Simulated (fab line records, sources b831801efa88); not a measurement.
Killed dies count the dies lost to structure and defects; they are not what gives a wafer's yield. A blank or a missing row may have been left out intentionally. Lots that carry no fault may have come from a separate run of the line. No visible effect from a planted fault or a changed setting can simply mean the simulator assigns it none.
fab line records    flow sky130
[record] lots = 11  wafers = 33  last-day = 50
route steps=708 shown SD_P@327 LI_CONTACT@362 CONTACT@422
lots that met no fault: taken from a fault-free run of the same line
start-h: hours from the record's opening day to when the first of the lot's shown wafers began    wait-h: time in hours since the lot's previous step    " unchanged from the row above    L1.1+2: a row that stands for several wafers    - no value, or no start given    * or withheld: withheld    < > ~ a bound
route shown NAME@n: names a module that has steps shown in the file, with the first one's number in the route    usual: mean/standard deviation taken from wafers without a fault    same: alike in all rows    chamber/n: place in a boat    sites: each site's reading    _std_site: standard deviation across them    _edge_site: mean of outer sites minus mean of inner sites    radius-mm: for every site, how far away it sits from the centre of the wafer    mask NAME#n: copy n    behind: the tool/chamber that last shaped the wafer    hold: what put the lot on hold/how long, in hours/how the hold closed    device: the transistor (n, p or np) that didn't switch    end of line: at the end of the route, the tests of the same wafers    for a step that has no rows: nothing shown but its recipe    killed: dies lost to structure and defects at the first sort, not the wafer's yield    map: dies across one wafer; x = killed, . = not, _ = none there
set.NAME: setting as actually run; set.NAME@STEP: the setting as run at that earlier step    model.NAME: the simulator's own value behind a step, which no gauge read
a sample of lots followed through the steps of the route, with each step as a table and each wafer as a row
services: when a tool's chamber went out of use (start-h, in hours from the record's first day, below 0 if earlier), for how many hours, and the reason
[[steps]]
[step SKY_SD_P_CD_MEAS_07]
[recipe] target-cd-nm = 380
[usual] cd-nm = 380.1/2.7
lot.wafer  tool       chamber  start-h  wait-h  cd-nm
L499.2     cd-sem-01  -        620.11   0.1     381.3
L499.4     "          -        "        "       380.3
L499.6     "          -        "        "       381.1
L503.2     cd-sem-02  -        641.06   0.1     384.3
L503.3     "          -        "        "       380.9
L503.6     "          -        "        "       382.4
L506.1     cd-sem-02  -        672.40   0.1     374.1
L506.4     "          -        "        "       374.2
L506.5     "          -        "        "       374.0
L507.2     cd-sem-02  -        680.35   0.1     376.8
L507.3     "          -        "        "       378.1
L507.4     "          -        "        "       378.0
L508.3     cd-sem-01  -        689.83   0.1     382.0
L508.5     "          -        "        "       379.4
L508.6     "          -        "        "       381.0
L509.1     cd-sem-02  -        696.53   0.1     384.0
L509.4     "          -        "        "       381.1
L509.6     "          -        "        "       382.8
L510.2     cd-sem-01  -        705.26   0.1     382.7
L510.3     "          -        "        "       380.9
L510.5     "          -        "        "       380.7
L511.2     cd-sem-01  -        711.22   0.1     380.7
L511.4     "          -        "        "       381.8
L511.6     "          -        "        "       381.0
L512.1     cd-sem-01  -        715.19   0.1     376.6
L512.2     "          -        "        "       377.8
L512.4     "          -        "        "       378.2
L513.2     cd-sem-02  -        730.81   0.1     376.4
L513.4     "          -        "        "       376.0
L513.6     "          -        "        "       376.8
L517.1     cd-sem-02  -        759.94   0.1     383.5
L517.4     "          -        "        "       381.1
L517.5     "          -        "        "       382.8
[step SKY_LI_CONTACT_HDPCVD_00]
[recipe] material = PSG  target-thk-nm = 930  sigma-open-frac = 0.3  time-s = 155  temp-c = 600  sih4-flow-sccm = 60  pressure-mtorr = 6
[usual] run-length-s = 182.9/0.48
lot.wafer  tool       chamber  start-h  wait-h  run-length-s
L499.2     hdpcvd-02  0        678.35   0.0     182.0
L499.4     "          0        "        "       182.9
L499.6     "          1        "        "       183.1
L503.2     hdpcvd-02  2        699.20   0.0     182.8
L503.3     "          0        "        "       182.1
L503.6     "          2        "        "       183.2
L506.1     hdpcvd-01  1        728.55   0.0     182.1
L506.4     "          0        "        "       183.4
L506.5     "          1        "        "       182.0
L507.2     hdpcvd-01  2        737.81   0.0     182.8
L507.3     "          0        "        "       183.3
L507.4     "          1        "        "       181.9
L508.3     hdpcvd-01  1        746.50   0.0     182.3
L508.5     "          0        "        "       183.1
L508.6     "          1        "        "       182.5
L509.1     hdpcvd-01  0        752.72   0.0     183.6
L509.4     "          1        "        "       182.4
L509.6     "          2        "        "       183.0
L510.2     hdpcvd-02  2        761.60   0.0     183.4
L510.3     "          0        "        "       182.2
L510.5     "          0        "        "       182.1
L511.2     hdpcvd-01  2        766.65   0.0     203.5
L511.4     "          0        "        "       203.5
L511.6     "          2        "        "       203.7
L512.1     hdpcvd-01  2        770.26   0.0     203.3
L512.2     "          0        "        "       203.4
L512.4     "          1        "        "       203.0
L513.2     hdpcvd-02  2        785.81   0.0     183.4
L513.4     "          0        "        "       182.1
L513.6     "          1        "        "       183.0
L517.1     hdpcvd-02  1        814.46   0.0     183.2
L517.4     "          1        "        "       182.8
L517.5     "          0        "        "       182.7
[step SKY_LI_CONTACT_THK_MEAS_01]
[recipe] reads = PSG_of_LI_CONTACT_HDPCVD_00
[usual] LI_CONTACT_HDPCVD_THK = 931/12
lot.wafer  tool           chamber  start-h  wait-h  LI_CONTACT_HDPCVD_THK[nm]
L499.2     film-metro-02  -        678.46   0.1     955
L499.4     "              -        "        "       949
L499.6     "              -        "        "       952
L503.2     film-metro-03  -        699.31   0.1     945
L503.3     "              -        "        "       931
L503.6     "              -        "        "       950
L506.1     film-metro-01  -        728.65   0.1     924
L506.4     "              -        "        "       925
L506.5     "              -        "        "       923
L507.2     film-metro-02  -        737.92   0.1     920
L507.3     "              -        "        "       934
L507.4     "              -        "        "       926
L508.3     film-metro-03  -        746.62   0.1     920
L508.5     "              -        "        "       911
L508.6     "              -        "        "       927
L509.1     film-metro-01  -        752.82   0.1     910
L509.4     "              -        "        "       914
L509.6     "              -        "        "       929
L510.2     film-metro-03  -        761.71   0.1     953
L510.3     "              -        "        "       949
L510.5     "              -        "        "       937
L511.2     film-metro-02  -        766.76   0.1     1038
L511.4     "              -        "        "       1028
L511.6     "              -        "        "       1038
L512.1     film-metro-03  -        770.37   0.1     1041
L512.2     "              -        "        "       1046
L512.4     "              -        "        "       1053
L513.2     film-metro-01  -        785.92   0.1     947
L513.4     "              -        "        "       931
L513.6     "              -        "        "       950
L517.1     film-metro-01  -        814.56   0.1     951
L517.4     "              -        "        "       940
L517.5     "              -        "        "       948
[step SKY_LI_CONTACT_CMP_02]
[recipe] material = PSG  down-force-psi = 4  platen-rpm = 60  pad-velocity-m-s = 0.94248
[usual] edge-zone-pressure-frac = 1.000/0.0051  head-pressure-psi = 3.999/0.0084  motor-current-A = 11.6/0.81  retaining-ring-pressure-frac = 1.000/0.0044  time-to-endpoint-s = 32.7/2.5
lot.wafer  tool    chamber  start-h  wait-h  edge-zone-pressure-frac  head-pressure-psi  motor-current-A  retaining-ring-pressure-frac  time-to-endpoint-s
L499.4     cmp-01  1        678.61   0.1     1.005                    4.004              11.3             1.002                         32.6
L499.2     "       2        "        "       1.001                    3.993              13.0             0.997                         33.1
L499.6     "       0        "        "       1.008                    4.004              10.6             0.999                         31.5
L503.3     cmp-02  0        699.36   0.0     1.013                    3.989              10.9             1.010                         33.5
L503.2     "       2        "        "       1.002                    4.007              11.5             0.997                         32.2
L503.6     "       0        "        "       1.010                    3.999              10.9             1.005                         35.6
L506.1     cmp-01  2        728.81   0.1     0.997                    4.006              13.2             0.999                         34.2
L506.4     "       3        "        "       1.001                    4.000              12.1             0.993                         32.0
L506.5     "       0        "        "       0.996                    4.002              10.0             0.997                         30.9
L507.2     cmp-01  0        738.20   0.3     1.003                    3.980              10.8             0.999                         32.3
L507.3     "       1        "        "       0.995                    3.999              11.2             1.001                         29.8
L507.4     "       2        "        "       1.006                    3.979              12.6             0.996                         29.8
L508.3     cmp-01  1        747.30   0.7     1.004                    4.010              11.9             0.995                         29.8
L508.5     "       1        "        "       0.997                    4.008              11.0             0.994                         27.1
L508.6     "       2        "        "       1.002                    3.999              12.8             1.001                         32.0
L509.4     cmp-01  3        752.88   0.0     0.998                    3.988              11.8             1.007                         29.0
L509.1     "       2        "        "       1.000                    4.003              12.4             0.996                         26.6
L509.6     "       0        "        "       0.996                    4.009              10.4             0.992                         30.9
L510.3     cmp-02  1        761.76   0.0     1.000                    4.008              11.5             1.000                         33.3
L510.2     "       3        "        "       0.990                    3.983              10.9             0.995                         33.8
L510.5     "       1        "        "       0.996                    4.017              13.2             1.004                         33.5
L511.4     cmp-02  2        766.86   0.1     1.004                    3.992              12.3             0.998                         41.4
L511.2     "       3        "        "       1.003                    3.987              10.9             0.999                         44.1
L511.6     "       1        "        "       0.996                    4.005              12.5             0.994                         45.0
L512.4     cmp-01  3        770.43   0.0     1.003                    3.990              12.0             1.004                         43.7
L512.2     "       1        "        "       0.999                    4.007              11.2             0.999                         44.1
L512.1     "       2        "        "       1.006                    4.016              12.6             0.991                         41.7
L513.4     cmp-02  3        785.97   0.0     1.002                    3.988              11.2             0.993                         29.5
L513.2     "       0        "        "       0.999                    3.997              10.5             0.998                         31.3
L513.6     "       0        "        "       0.997                    3.989              10.9             0.999                         34.7
L517.1     cmp-02  0        814.62   0.1     0.988                    3.996              10.4             1.002                         35.9
L517.4     "       3        "        "       0.991                    4.003              10.6             1.004                         35.3
L517.5     "       0        "        "       0.989                    3.990              11.1             1.000                         35.4
[step SKY_LI_CONTACT_CVD_21]
[recipe] material = W  target-thk-nm = 400  time-s = 120.56  temp-c = 400  pressure-torr = 40
[usual] heater-power-w = 801/31
lot.wafer  tool      chamber  start-h  wait-h  heater-power-w
L499.2     cvd-w-02  0        707.63   0.0     779
L499.4     "         0        "        "       789
L499.6     "         0        "        "       807
L503.2     cvd-w-02  1        727.74   0.0     819
L503.3     "         0        "        "       795
L503.6     "         0        "        "       764
L506.1     cvd-w-02  1        756.81   0.0     831
L506.4     "         1        "        "       827
L506.5     "         1        "        "       838
L507.2     cvd-w-02  1        765.94   0.0     819
L507.3     "         1        "        "       812
L507.4     "         0        "        "       782
L508.3     cvd-w-02  0        775.21   0.1     797
L508.5     "         0        "        "       784
L508.6     "         1        "        "       835
L509.1     cvd-w-02  1        779.26   0.0     824
L509.4     "         1        "        "       811
L509.6     "         1        "        "       822
L510.2     cvd-w-01  0        788.56   0.0     757
L510.3     "         0        "        "       756
L510.5     "         0        "        "       781
L511.2     cvd-w-02  1        794.69   0.0     822
L511.4     "         0        "        "       791
L511.6     "         1        "        "       801
L512.1     cvd-w-01  0        796.79   0.0     735
L512.2     "         1        "        "       821
L512.4     "         0        "        "       762
L513.2     cvd-w-01  1        813.59   0.0     837
L513.4     "         0        "        "       768
L513.6     "         0        "        "       779
L517.1     cvd-w-02  1        841.73   0.0     827
L517.4     "         0        "        "       780
L517.5     "         0        "        "       794
[step SKY_CONTACT_ETCH_16]
[recipe] chemistry = N2/H2  target = BARC  ion-energy-ev = 200  source-w = 500  bias-w = 100  pressure-mtorr = 30  n2-flow-sccm = 100  h2-flow-sccm = 200  stop-on = SiO2  time-s = 45.9  target-depth-a = 600
[usual] drypump-motor-current-A = 6.0/0.33  oes-product-au = 0.855/0.0047  throttle-valve-pct = 13.225/0.0092
lot.wafer  tool         chamber  start-h  wait-h  drypump-motor-current-A  oes-product-au  rf-hours-counter-h  throttle-valve-pct
L499.2     rie-diel-01  1        764.99   0.0     5.5                      0.851           3                   13.221
L499.4     "            2        "        "       6.0                      0.859           0                   13.224
L499.6     "            0        "        "       5.7                      0.853           -                   13.223
L503.2     rie-diel-01  3        783.58   0.0     6.5                      0.863           36                  13.228
L503.3     "            1        "        "       5.5                      0.852           3                   13.216
L503.6     "            2        "        "       6.0                      0.859           -                   13.226
L506.1     rie-diel-03  2        812.02   0.0     5.9                      0.859           9                   13.228
L506.4     "            1        "        "       5.6                      0.851           11                  13.233
L506.5     "            2        "        "       5.9                      0.854           -                   13.224
L507.2     rie-diel-03  2        821.28   0.0     5.9                      0.847           9                   13.232
L507.3     "            3        "        "       6.3                      0.864           7                   13.219
L507.4     "            1        "        "       5.6                      0.855           11                  13.208
L508.3     rie-diel-03  2        829.04   0.0     5.9                      0.854           9                   13.240
L508.5     "            1        "        "       5.6                      0.846           -                   13.220
L508.6     "            0        "        "       6.4                      0.850           -                   13.237
L509.1     rie-diel-01  3        833.24   0.0     6.5                      0.863           0                   13.231
L509.4     "            1        "        "       5.5                      0.846           5                   13.217
L509.6     "            2        "        "       6.0                      0.848           -                   13.227
L510.2     rie-diel-02  2        844.09   0.0     6.0                      0.849           5                   13.232
L510.3     "            3        "        "       5.9                      0.863           14                  13.227
L510.5     "            2        "        "       6.0                      0.853           -                   13.216
L511.2     rie-diel-03  1        849.58   0.0     5.6                      0.855           12                  13.230
L511.4     "            0        "        "       6.5                      0.859           21                  13.218
L511.6     "            2        "        "       5.9                      0.853           -                   13.220
L512.1     rie-diel-01  0        851.14   0.0     5.7                      0.858           27                  13.222
L512.2     "            3        "        "       6.5                      0.864           1                   13.238
L512.4     "            2        "        "       6.0                      0.850           3                   13.224
L513.2     rie-diel-01  2        867.39   0.0     6.0                      0.850           4                   13.215
L513.4     "            3        "        "       6.5                      0.862           -                   13.221
L513.6     "            2        "        "       6.0                      0.847           -                   13.240
L517.1     rie-diel-02  1        895.89   0.0     6.3                      0.855           10                  13.229
L517.4     "            2        "        "       6.0                      0.852           7                   13.227
L517.5     "            2        "        "       6.0                      0.855           -                   13.225
[[services]]
tool         chamber  start-h  hours  kind
cmp-01       -        655.12   3.9    repair
hdpcvd-02    2        662.02   6.4    repair
rie-diel-01  2        662.78   4.0    repair
rie-diel-01  -        685.02   37.6   repair
hdpcvd-01    -        707.49   6.0    pm
rie-diel-01  3        708.05   5.1    repair
hdpcvd-01    -        714.48   0.5    repair
rie-diel-01  1        720.66   10.7   repair
cmp-02       -        744.23   4.0    pm
cmp-02       -        748.23   5.8    pm
rie-diel-01  -        755.00   0.5    repair
cmp-02       -        771.17   0.5    repair
cmp-02       -        782.75   1.2    repair
rie-diel-03  1        788.56   5.6    repair
hdpcvd-01    1        794.70   7.3    repair
cvd-w-02     -        797.33   1.4    repair
cmp-01       -        801.32   4.3    repair
hdpcvd-01    -        808.34   1.0    repair
cvd-w-02     0        811.18   2.8    repair
cvd-w-02     -        821.80   0.6    repair
cvd-w-02     0        826.40   4.9    repair
cmp-01       -        838.50   3.7    repair
cmp-02       -        848.53   23.0   pm
cvd-w-02     0        881.27   8.7    repair
[[key]]
[first-sign] step = SKY_LI_CONTACT_HDPCVD_00  reading = run-length-s  direction = up  sigmas = 43  usual = *  struck = *
[effect] step = SKY_LI_CONTACT_THK_MEAS_01  reading = LI_CONTACT_HDPCVD_THK  direction = up  sigmas = 8.8  usual = 931  struck = 1041
[effect] step = SKY_LI_CONTACT_CMP_02  reading = time-to-endpoint-s  direction = up  sigmas = 4.3  usual = *  struck = *
met-at SKY_LI_CONTACT_HDPCVD_00
struck-lots L511,L512
tester-left-out L511,L512
not-acting-at SKY_SD_P_CD_MEAS_07,SKY_LI_CONTACT_CVD_21,SKY_CONTACT_ETCH_16
onset-between 752.72 766.65
[fault] kind = process-parameter-drift  tool = hdpcvd-01  chamber = -  onset-h = 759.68  steps = SKY_LI_CONTACT_HDPCVD_00  channel = time-s  offset = *  shape = step  end-h = 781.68  acts-in = *  stated = *
// tester-left-out: of these lots the tester's yield and bins aren't shown, on N5 and GAA mostly nor the transistor test; their killed dies are dies lost to structure and defects alone, not to doping, threshold or leakage, so they don't give the yield
